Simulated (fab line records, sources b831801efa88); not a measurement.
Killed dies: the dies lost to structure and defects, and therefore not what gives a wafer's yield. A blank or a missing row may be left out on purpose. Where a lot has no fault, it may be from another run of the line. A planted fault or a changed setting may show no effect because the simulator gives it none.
Which tool is to blame? | flow sky130 | 18 wafers from 6 lots sampled at 2 of the route's 708 steps

== WHAT THE GAUGES SHOWED, per wafer ==
SKY_LI_CONTACT_BOW_MEAS_03.
lot  | measured     | on           | LI_CONTACT_BOW (um)
L215 | day 29 05:16 | filmMetro-03 | 57 52 59
L217 | day 29 21:23 | filmMetro-04 | 60 47 59
L221 | day 31 07:37 | filmMetro-03 | 53 56 53
L229 | day 33 19:01 | filmMetro-04 | 53 50 77
L232 | day 34 14:56 | filmMetro-04 | 56 69 57
L236 | day 35 18:16 | filmMetro-03 | 37 55 56

== TOOL THAT RAN EACH LOT (tool first, then ch and the chambers of the sampled wafers, then the start) ==
lot  | SKY_POLY_CUT_ETCH_10
L215 | rieDiel-04 ch 0,3, day 25 10:04
L217 | rieDiel-03 ch 0,2,3, day 26 02:39
L221 | rieDiel-03 ch 1,2, day 27 15:21
L229 | rieDiel-03 ch 0,1,3, day 30 04:49
L232 | rieDiel-01 ch 0,1, day 31 02:33
L236 | rieDiel-04 ch 0,3, day 32 07:04
- SKY_POLY_CUT_ETCH_10: etches BARC in N2/H2, stops on SiO2, time 45.9 s, target depth 60 nm.

== THE ANSWER, worked out from the rows above alone ==
Rule: usual is defined by the lots themselves. The widest of any qualifying gaps counts: lots, ordered by their means at a reading, are off when they make up no more than a third of the lots, leave a main group of 4 or more, and stand apart from it by 3 or more times the standard deviation of that group's means. The tables above print the reading to a certain number of digits; a main group whose means all agree to those digits is not used. Also off: a lot with no number at a reading for which 4 or more lots have one. Where the step has rows for the other lots, those lots are counted as sound.
No lot is off on any of the readings shown, so nothing can be concluded from this.

== WHAT HAD BEEN PUT IN BY THE SIMULATOR ==
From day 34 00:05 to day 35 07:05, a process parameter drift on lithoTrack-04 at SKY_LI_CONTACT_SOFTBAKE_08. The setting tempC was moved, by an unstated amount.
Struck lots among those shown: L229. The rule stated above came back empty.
